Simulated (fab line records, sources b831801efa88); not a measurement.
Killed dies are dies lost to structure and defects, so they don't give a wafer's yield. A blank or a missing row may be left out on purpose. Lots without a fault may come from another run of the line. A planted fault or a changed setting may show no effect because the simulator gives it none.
fab line records | flow sfq_line
record lots=6 wafers=18 last_day=91
route steps=325 shown JJ@181
lots that met no fault: from a run of the same line without faults
start_h: hours from the record's first day to the start of the lot's first wafer shown | wait_h: hours since the lot's step before | " the same as in the row above | L1.1+2: a row that stands for several wafers | - no value, or no start given | * or withheld: withheld | < > ~ a bound
route shown NAME@n: a module of which the file shows steps, and the number in the route of the first | usual: mean/standard deviation of fault-free wafers | same: alike in all rows | chamber/n: place in a boat | sites: the reading at each site | _std_site: their standard deviation | _edge_site: outer sites' mean less inner sites' | radius_mm: how far each site lies from the wafer's centre | mask NAME#n: copy n | behind: the tool/chamber that last shaped the wafer | hold: why the lot was held/for how many hours/how that ended | device: the transistor (n, p or np) that didn't switch | end of line: the same wafers' tests at the end of the route | a step without rows: its recipe alone | killed: dies lost to structure and defects at the first sort, not the wafer's yield | map: a wafer's dies, x killed, . not, _ none there
set.NAME: the setting as run; set.NAME@STEP: as run at that earlier step | model.NAME: the simulator's own value behind a step, which no gauge read
lots at some steps of the route; a table a step, a row a wafer
services: from which hour (start_h, from the record's first day; less than 0 if before it) a tool's chamber was out of use, for how many hours, and why
## steps
# step SFQ_TRILAYER_JJ_TRILAYER_DEP_AL_OXIDATION_111
# recipe pressure_mbar=0.014667 oxidation_time_s=600 temperature_k=293
# step SFQ_TRILAYER_JJ_TRILAYER_DEP_SPUTTER_112
# recipe material=Nb base_pressure_pa=1.33e-06 chamber_pressure_pa=0.1333 substrate_temp_c=20 target_thk_nm=170 power_w=2000 time_s=113.3
# usual throttle_valve_pct=30.0/1.2
# columns lot.wafer tool chamber start_h wait_h throttle_valve_pct
L189.1 pvd_sputter-05 - 1355.55 0.5 31.0
L189.3 " - " " 32.0
L189.6 " - " " 29.5
L194.3 pvd_sputter-05 - 1407.02 0.5 29.6
L194.4 " - " " 30.3
L194.6 " - " " 31.2
L196.1 pvd_sputter-03 - 1428.62 0.5 28.2
L196.2 " - " " 30.7
L196.5 " - " " 29.4
L197.1 pvd_sputter-05 - 1429.82 0.5 29.2
L197.4 " - " " 29.8
L197.6 " - " " 32.3
L199.1 pvd_sputter-05 - 1440.62 0.5 31.1
L199.3 " - " " 30.3
L199.5 " - " " 31.9
L206.2 pvd_sputter-06 - 1505.91 0.5 28.4
L206.3 " - " " 28.6
L206.4 " - " " 30.8
# step SFQ_JJ_RS_MEAS_929
# recipe thk_meas_gauge=four-point-probe reads=Nb_of_TRILAYER_JJ_TRILAYER_DEP_SPUTTER_112
# usual JJ_NB_RS=1.050/0.011
# columns lot.wafer tool chamber start_h wait_h JJ_NB_RS[ohm/sq]
L189.1 film_metro-04 - 1355.63 0.0 1.053
L189.3 " - " " 1.064
L189.6 " - " " 1.059
L194.3 film_metro-02 - 1407.14 0.1 1.049
L194.4 " - " " 1.051
L194.6 " - " " 1.050
L196.1 film_metro-01 - 1428.70 0.0 1.052
L196.2 " - " " 1.050
L196.5 " - " " 1.039
L197.1 film_metro-01 - 1429.90 0.0 1.055
L197.4 " - " " 1.059
L197.6 " - " " 1.066
L199.1 film_metro-02 - 1440.70 0.0 1.045
L199.3 " - " " 1.055
L199.5 " - " " 1.053
L206.2 film_metro-01 - 1506.01 0.1 1.039
L206.3 " - " " 1.033
L206.4 " - " " 1.047
# step SFQ_TRILAYER_JJ_CE_LITHO_COAT_119
# recipe resist=BARC spin_rpm=3000 resist_thk_nm=62
# step SFQ_TRILAYER_JJ_CE_LITHO_COAT_114
# recipe resist=KrF spin_rpm=3000 resist_thk_nm=600
# step SFQ_TRILAYER_JJ_CE_LITHO_SOFTBAKE_118
# recipe temp_c=withheld time_s=withheld resist=KrF
# step SFQ_TRILAYER_JJ_CE_LITHO_EXPOSE_115
# recipe mask_id=J5 na=0.6 source_shape=conventional sigma_outer=0.65 target_cd_nm=700 dose_mj=14.4
# step SFQ_TRILAYER_JJ_CE_LITHO_PEB_117
# recipe peb_temp_c=115 peb_time_s=58.8 resist=KrF
# step SFQ_TRILAYER_JJ_CE_LITHO_DEVELOP_116
# recipe time_s=60 resist=KrF
# step SFQ_JJ_OVL_MEAS_931
# usual J5_OVL=-4/5.6
# columns lot.wafer tool chamber start_h wait_h J5_OVL[nm]
L189.1 overlay-01 - 1475.60 0.1 -2
L189.3 " - " " -1
L189.6 " - " " -10
L194.3 overlay-02 - 1536.01 0.1 -5
L194.4 " - " " -9
L194.6 " - " " -9
L196.1 overlay-01 - 1552.97 0.1 -14
L196.2 " - " " -11
L196.5 " - " " -15
L197.1 overlay-01 - 1554.64 0.1 -7
L197.4 " - " " -2
L197.6 " - " " -8
L199.1 overlay-01 - 1568.62 0.1 -4
L199.3 " - " " 2
L199.5 " - " " 4
L206.2 overlay-02 - 1617.83 0.1 1
L206.3 " - " " 6
L206.4 " - " " -1
# step SFQ_TRILAYER_JJ_CE_METRO_MEASURE_117
# usual cd_nm=702.7/1.3
# columns lot.wafer tool chamber start_h wait_h cd_nm
L189.1 cd_sem-02 - 1475.64 0.0 702.6
L189.3 " - " " 704.1
L189.6 " - " " 703.1
L194.3 cd_sem-01 - 1536.43 0.4 704.6
L194.4 " - " " 704.2
L194.6 " - " " 703.2
L196.1 cd_sem-01 - 1553.01 0.0 703.0
L196.2 " - " " 703.0
L196.5 " - " " 702.3
L197.1 cd_sem-02 - 1554.68 0.0 703.7
L197.4 " - " " 703.9
L197.6 " - " " 703.3
L199.1 cd_sem-02 - 1568.66 0.0 702.7
L199.3 " - " " 702.4
L199.5 " - " " 703.3
L206.2 cd_sem-01 - 1618.06 0.2 704.5
L206.3 " - " " 704.7
L206.4 " - " " 704.0
# step SFQ_TRILAYER_JJ_CE_BARC_OPEN_RIE_150
# recipe mask_material=PR chemistry=O2 target_depth_nm=240 target=BARC icp_w=600 bias_w=80 pressure_mtorr=10 time_s=80
# usual chamber_pressure_mTorr=10.001/0.0091 drypump_motor_current_A=5.4/0.52 oes_product_au=0.537/0.0046 rf_fwd_power_W=594.4/1.8
# columns lot.wafer tool chamber start_h wait_h chamber_pressure_mTorr drypump_motor_current_A oes_product_au rf_fwd_power_W rf_hours_counter_h
L189.1 rie_metal-02 1 1476.84 1.0 10.002 4.8 0.535 593.9 101
L189.3 " 1 " " 9.980 4.8 0.531 593.7 -
L189.6 " 1 " " 9.992 4.8 0.539 594.6 -
L194.3 rie_metal-02 1 1537.27 0.6 10.002 4.8 0.530 595.1 -
L194.4 " 0 " " 10.003 5.7 0.538 595.7 -
L194.6 " 1 " " 10.016 4.8 0.543 595.4 -
L196.1 rie_metal-02 1 1554.21 1.0 10.006 4.8 0.534 590.7 114
L196.2 " 0 " " 10.005 5.7 0.541 689.1 40
L196.5 " 1 " " 9.980 4.9 0.532 593.9 -
L197.1 rie_metal-02 1 1555.88 1.0 10.006 4.9 0.531 593.2 114
L197.4 " 1 " " 9.998 4.8 0.534 594.4 -
L197.6 " 0 " " 9.999 5.7 0.540 689.6 -
L199.1 rie_metal-03 0 1569.86 1.0 10.003 5.0 0.548 596.1 125
L199.3 " 1 " " 10.006 6.3 0.536 593.8 -
L199.5 " 0 " " 9.993 5.0 0.541 598.6 -
L206.2 rie_metal-03 1 1619.09 0.8 10.010 6.2 0.543 595.4 -
L206.3 " 1 " " 10.006 6.2 0.538 593.9 -
L206.4 " 1 " " 10.006 6.2 0.540 594.5 -
# step SFQ_TRILAYER_JJ_CE_ETCH_RIE_118
# recipe target=Nb stop_on=Al2O3 mask_material=PR taper_deg=13.257 over_etch_frac=0.15 time_s=97.7 chemistry=SF6 target_depth_nm=170 icp_w=600 bias_w=80 pressure_mtorr=10
# usual chamber_pressure_mTorr=10.000/0.0093 drypump_motor_current_A=5.4/0.52 oes_product_au=0.990/0.0065 rf_fwd_power_W=595.3/1.9
# columns lot.wafer tool chamber start_h wait_h chamber_pressure_mTorr drypump_motor_current_A oes_product_au rf_fwd_power_W rf_hours_counter_h
L189.1 rie_metal-02 1 1476.93 0.1 9.994 4.8 0.993 596.8 102
L189.3 " 1 " " 10.010 4.8 0.987 590.7 -
L189.6 " 1 " " 9.995 4.8 0.988 591.5 -
L194.3 rie_metal-02 1 1537.36 0.1 10.019 4.9 0.995 591.7 -
L194.4 " 0 " " 9.982 5.7 0.987 593.2 -
L194.6 " 1 " " 9.999 4.8 0.989 594.6 -
L196.1 rie_metal-02 1 1554.30 0.1 10.006 4.8 0.984 592.2 114
L196.2 " 0 " " 9.997 5.7 1.001 592.7 40
L196.5 " 1 " " 10.004 4.8 0.981 592.0 -
L197.1 rie_metal-02 1 1555.97 0.1 10.005 4.8 0.982 593.9 114
L197.4 " 1 " " 9.990 4.8 0.984 595.4 -
L197.6 " 0 " " 10.019 5.7 0.982 596.4 -
L199.1 rie_metal-03 0 1569.95 0.1 10.011 5.0 0.990 594.9 125
L199.3 " 1 " " 9.989 6.2 0.994 596.5 -
L199.5 " 0 " " 10.006 4.9 0.991 594.6 -
L206.2 rie_metal-03 1 1619.28 0.2 10.003 6.2 1.002 597.6 -
L206.3 " 1 " " 9.981 6.2 0.984 594.9 -
L206.4 " 1 " " 10.003 6.2 0.997 594.1 -
## services
# columns tool chamber start_h hours kind
cd_sem-01 - 1336.31 1.6 pm
cd_sem-02 - 1350.43 0.4 pm
rie_metal-03 - 1351.27 0.1 repair
cd_sem-01 - 1361.88 1.4 pm
cd_sem-02 - 1367.84 1.7 pm
rie_metal-03 - 1381.51 1.1 repair
pvd_sputter-05 - 1388.65 2.4 repair
cd_sem-01 - 1391.96 0.5 pm
rie_metal-02 - 1404.57 1.4 pm
rie_metal-02 0 1411.33 5.8 repair
cd_sem-02 - 1420.63 0.2 pm
pvd_sputter-05 - 1422.83 4.5 repair
cd_sem-02 - 1433.28 0.5 pm
pvd_sputter-05 - 1435.89 2.7 repair
rie_metal-02 - 1451.56 0.6 repair
rie_metal-02 - 1510.39 1.4 repair
rie_metal-03 - 1518.38 0.8 repair
cd_sem-01 - 1519.77 0.5 pm
cd_sem-01 - 1520.27 1.5 pm
cd_sem-02 - 1534.83 0.4 pm
cd_sem-01 - 1545.88 1.4 pm
rie_metal-02 0 1577.23 1.8 repair
rie_metal-02 0 1579.34 10.0 repair
rie_metal-03 - 1599.39 14.6 pm
## key
first_sign step=SFQ_TRILAYER_JJ_CE_BARC_OPEN_RIE_150 reading=rf_fwd_power_W direction=up sigmas=54 usual=594.4 struck=689.4
effect none on later readings
met_at SFQ_TRILAYER_JJ_CE_BARC_OPEN_RIE_150
struck_wafers L196.2,L197.6
onset_between 1537.27 1554.21
fault kind=process_parameter_drift tool=rie_metal-02 chamber=0 onset_h=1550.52 steps=SFQ_TRILAYER_JJ_CE_BARC_OPEN_RIE_150 channel=icp_w offset=96 shape=step end_h=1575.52 acts_in=these_recipes_only stated=600
